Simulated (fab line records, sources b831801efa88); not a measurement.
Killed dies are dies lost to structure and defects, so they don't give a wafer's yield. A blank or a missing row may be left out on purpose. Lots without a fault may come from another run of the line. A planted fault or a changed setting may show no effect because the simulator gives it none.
One fault seen from 2 desks | flow sky130 | each desk has only its own numbers; what lay behind them comes last

THE TOOL OWNER'S DESK: implanter-01
The tool's own readings at SKY_SD_N_IMPLANT_09: means of the sampled wafers that have a number, for each lot that ran on this tool. A lot is out of limits, marked OUT, if its mean lies more than 4 standard deviations from the usual mean; the brackets give that distance.
Columns: A = dose_ions_cm2 at SKY_SD_N_IMPLANT_09, usual 4e+15; B = tilt_deg at SKY_SD_N_IMPLANT_09, usual 0.002 degrees
lot  | first seen here | A                       | B
L483 | day 27 22:05    | 4e+15                   | -0.014
L485 | day 28 10:31    | 4e+15                   | 0.006
L488 | day 29 15:13    | 4e+15                   | 0.007
L490 | day 30 02:34    | 4e+15                   | 0.025
L491 | day 30 14:36    | 4e+15 (-99 or more) OUT | -0.011
L494 | day 31 14:16    | 4e+15 (-99 or more) OUT | 0.014
L503 | day 34 19:06    | 4e+15                   | 0.011
L505 | day 35 01:27    | 4e+15                   | -0.023
This desk's finding: out of limits on L491, L494; first on L491, day 30 14:36 (dose_ions_cm2 at SKY_SD_N_IMPLANT_09). In limits: L483, L485, L488, L490, L503, L505.

THE METROLOGY DESK
What the gauges read, lot by lot, whatever tool the lot ran on: means of the sampled wafers that have a number. A lot is out of limits, marked OUT, if its mean lies more than 4 standard deviations from the usual mean; the brackets give that distance.
Columns: A = cd_nm at SKY_SD_P_CD_MEAS_07, usual 379.7 nm; B = SD_N_RS at SKY_SD_N_RS_MEAS_16, usual 68.57 ohm/sq; C = RES_XHIGH_RS at SKY_SD_N_RS_MEAS_18, usual 333.8 ohm/sq
lot  | first seen here | A     | B               | C
L483 | day 25 10:37    | 380.8 | 68.48           | 332.4
L485 | day 25 22:59    | 377.5 | 68.59           | 333.3
L486 | day 26 12:30    | 381.0 | 68.44           | 333.7
L487 | day 27 02:37    | 379.6 | 68.57           | 333.6
L488 | day 27 05:48    | 377.8 | 68.56           | 334.4
L490 | day 27 18:22    | 380.7 | 68.58           | 334.5
L491 | day 28 06:07    | 379.7 | 69.73 (+11) OUT | 333.6
L493 | day 29 00:35    | 380.7 | 68.60           | 333.4
L494 | day 29 04:19    | 375.4 | 69.77 (+11) OUT | 334.0
L503 | day 32 13:35    | 378.6 | 68.68           | 336.1
L505 | day 32 21:10    | 380.3 | 68.54           | 332.9
This desk's finding: out of limits on L491, L494; first on L491, day 30 15:16 (SD_N_RS at SKY_SD_N_RS_MEAS_16). In limits: L483, L485, L486, L487, L488, L490, L493, L503, L505.

PUT TOGETHER
The tool owner's desk could have raised an alarm at day 30 14:36, on L491, L494.
The metrology desk could have raised an alarm at day 30 15:16, on L491, L494.
Of the lots named, all ran SKY_SD_N_IMPLANT_09 on implanter-01.

WHAT THE SIMULATOR HAD PUT IN
Process parameter drift: implanter-01, from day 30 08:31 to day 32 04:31, at SKY_SD_N_IMPLANT_09. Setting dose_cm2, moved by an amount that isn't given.
Lots struck among those shown: L491, L494.
Hours from the fault's start to each desk's first reading out of limits: the tool owner's desk, 6; the metrology desk, 7.
